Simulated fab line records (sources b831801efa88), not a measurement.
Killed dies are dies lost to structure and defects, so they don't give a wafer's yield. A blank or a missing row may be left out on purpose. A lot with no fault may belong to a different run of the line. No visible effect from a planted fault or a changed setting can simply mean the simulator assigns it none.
A struck lot beside a sound one / flow sky130 / 27 steps out of a route of 708
Sound: these wafers, L809.1, L809.2, L809.5. The struck wafers were L818.1, L818.5, L818.6. The cause is named last.
Per side, at each step with rows, come the tool, then ch with its chambers, and then its first start. Under that, the readings that differ: sound wafers / struck wafers / difference of the means / sigmas: that difference in standard deviations of wafers without a fault.
alike: readings with means less than 2 such deviations apart, plus words and numbers identical on both sides. not compared: withheld readings, readings lacking a value on some wafer, bounds such as >300 that could conceal the same value, and numbers that have no deviation in the record and whose values overlap.
The two part at a step that has a row with sigmas, a row that says differs or no value, or rows on one side only. Non-overlapping numbers with no deviation appear without sigmas and do not part them. A reading that every wafer of one side lacks parts them only if that side has two wafers or more.

first, 2 steps without rows for these wafers: SKY_LDD_LDN_PEB_05; SKY_LDD_LDN_DEVELOP_06 (develop time 60 s).
SKY_LDD_LDN_OVL_MEAS_07:
  struck on overlay-01, day 29 09:23; sound on overlay-02, day 26 14:47
  alike: LDD_LDN_OVL
then, 4 steps without rows for these wafers: SKY_LDD_LDN_IMPLANT_08; SKY_LDD_LDN_IMPLANT_09; SKY_LDD_LDN_IMPLANT_10; SKY_LDD_LDN_IMPLANT_11.
SKY_LDD_LDN_STRIP_12: strips in O2/N2.
  sound on plasmaAsher-04 ch 0,1, day 26 15:25; struck on plasmaAsher-03 ch 0,1, day 29 10:01
  alike: drypumpMotorCurrentA, oesProductAu, stripTimeToEndpointS
  not compared: rfHoursCounterH
SKY_LDD_LDN_TW_MEAS_13:
  struck on filmMetro-04, day 29 10:07; sound on filmMetro-02, day 26 15:31
  alike: LDD_LDN_TW
then, 2 steps without rows for these wafers: SKY_LDD_LDN_CLEAN_14 (cleans in SC1/SC2, time 150 s); SKY_SPACER_CVD_00 (deposits Si3N4 from DCS/NH3, target thk 43.1 nm, time 740 s).
SKY_SPACER_THK_MEAS_01:
  struck on filmMetro-01, day 29 11:29; sound on filmMetro-03, day 26 17:26
  alike: SPACER_CVD_00_THK
SKY_SPACER_ETCHBACK_02: etches Si3N4 in CH3F/O2, stops on SiO2, time 46.7 s, target depth 45 nm.
  sound on rieDiel-03 ch 2,3, day 26 17:29; struck on rieDiel-03 ch 1,2,3, day 29 11:32
reading=model.SiO2_of_SONOS_ONO_CVD_04.thkNm (nm); sound=4.109 4.232 4.166; struck=2.64 2.619 2.686; difference=-1.52; sigmas=
  alike: drypumpMotorCurrentA, oesProductAu, throttleValvePct
  not compared: rfHoursCounterH
then, 8 steps without rows for these wafers: SKY_POLY_CUT_DEHYDRATE_00 (time 60 s); SKY_POLY_CUT_HMDS_01 (prime time 60 s); SKY_POLY_CUT_COAT_02 (resist thk 60 nm); SKY_POLY_CUT_COAT_03 (resist thk 450 nm); SKY_POLY_CUT_SOFTBAKE_04 (time 90 s); SKY_POLY_CUT_EXPOSE_05 (exposes mask NPCM, target cd 270 nm); SKY_POLY_CUT_PEB_06; SKY_POLY_CUT_DEVELOP_07 (develop time 60 s).
SKY_POLY_CUT_CD_MEAS_08 targets a cd of 270 nm.
  struck on cdSem-02, day 30 15:11; sound on cdSem-01, day 27 21:38
  alike: cdNm
SKY_POLY_CUT_OVL_MEAS_09:
  struck on overlay-02, day 30 15:18; sound on overlay-01, day 27 21:45
reading=POLY_CUT_OVL (nm); sound=-4 -12 -10; struck=0 0 -1; difference=+8; sigmas=+2
SKY_POLY_CUT_ETCH_10: etches BARC in N2/H2, stops on SiO2, time 45.9 s, target depth 60 nm.
  sound on rieDiel-01 ch 0,2, day 27 21:47; struck on rieDiel-01 ch 0,2,3, day 30 15:20
  alike: drypumpMotorCurrentA, oesProductAu, throttleValvePct
  not compared: rfHoursCounterH
SKY_POLY_CUT_ETCH_11: etches Si3N4 in CF4/CH2F2/Ar, stops on poly-Si, time 42.5 s, target depth 60 nm.
  sound on rieDiel-01 ch 0,2, day 27 21:50; struck on rieDiel-01 ch 0,2,3, day 30 15:23
reading=oesProductAu (a.u.); sound=0.815 0.817 0.810; struck=0.790 0.786 0.795; difference=-0.024; sigmas=-3
reading=throttleValvePct (%); sound=14.996 15.000 14.993; struck=14.977 14.980 14.978; difference=-0.018; sigmas=-2
reading=model.etch.depthNm (nm); sound=60.48 60.17 60.3; struck=56.91 56.87 57.08; difference=-3.36; sigmas=
reading=model.POLY_CUT.featureDepthNm (nm); sound=60.48 60.17 60.3; struck=56.91 56.87 57.08; difference=-3.36; sigmas=
  alike: drypumpMotorCurrentA
  not compared: rfHoursCounterH
SKY_POLY_CUT_STRIP_12: strips in O2/N2.
  sound on plasmaAsher-01 ch 0,1, day 27 21:52; struck on plasmaAsher-02 ch 0,1, day 30 15:25
  alike: drypumpMotorCurrentA, oesProductAu, stripTimeToEndpointS
  not compared: rfHoursCounterH
-- the record jumps here: 19 days lie between the struck wafers' starts before and after (it left off in module POLY_CUT and takes up again in module PAD_OPEN, whose first step shown is number 708 of the route) --
SKY_PAD_OPEN_PROBE_99:
  struck on prober-01, day 50 01:21; sound on prober-02, day 48 08:02
reading=model.etest.pfet_01v8.rOnOhmUm; sound=2856 2771 2806; struck=2704 2690 2706; difference=-111; sigmas=
reading=model.etest.resPdiff.lineOhmUm; sound=1364 1368 1421; struck=1267 1247 1268; difference=-124; sigmas=
reading=model.etest.resNdiff.lineOhmUm; sound=752.6 762.1 772.3; struck=714.3 713.5 709.1; difference=-50.0; sigmas=
reading=model.etest.sonosUncharged.rOnOhmUm; sound=791.3 804.7 806; struck=764.2 763 773.4; difference=-33.8; sigmas=
reading=model.etest.pfet_01v8.driveUaUm; sound=196.2 201.7 199.7; struck=208.3 210 207.9; difference=+9.5; sigmas=
reading=model.etest.resPdiff.rsOhmSq; sound=198.7 197.9 196.3; struck=183.2 183.8 184.3; difference=-13.9; sigmas=
reading=model.etest.pfet_01v8_hvt.driveUaUm; sound=148.5 152 149.6; struck=155.9 155.6 154.9; difference=+5.4; sigmas=
  not compared: model.etest.sramPfetLatch.driveUaUm

== WHERE THEY PART ==
At SKY_POLY_CUT_OVL_MEAS_09 first; at SKY_POLY_CUT_ETCH_11 last (within this record only). Later steps at which nothing parts them and some readings are alike: SKY_POLY_CUT_STRIP_12.

WHY: the cause the simulator had injected
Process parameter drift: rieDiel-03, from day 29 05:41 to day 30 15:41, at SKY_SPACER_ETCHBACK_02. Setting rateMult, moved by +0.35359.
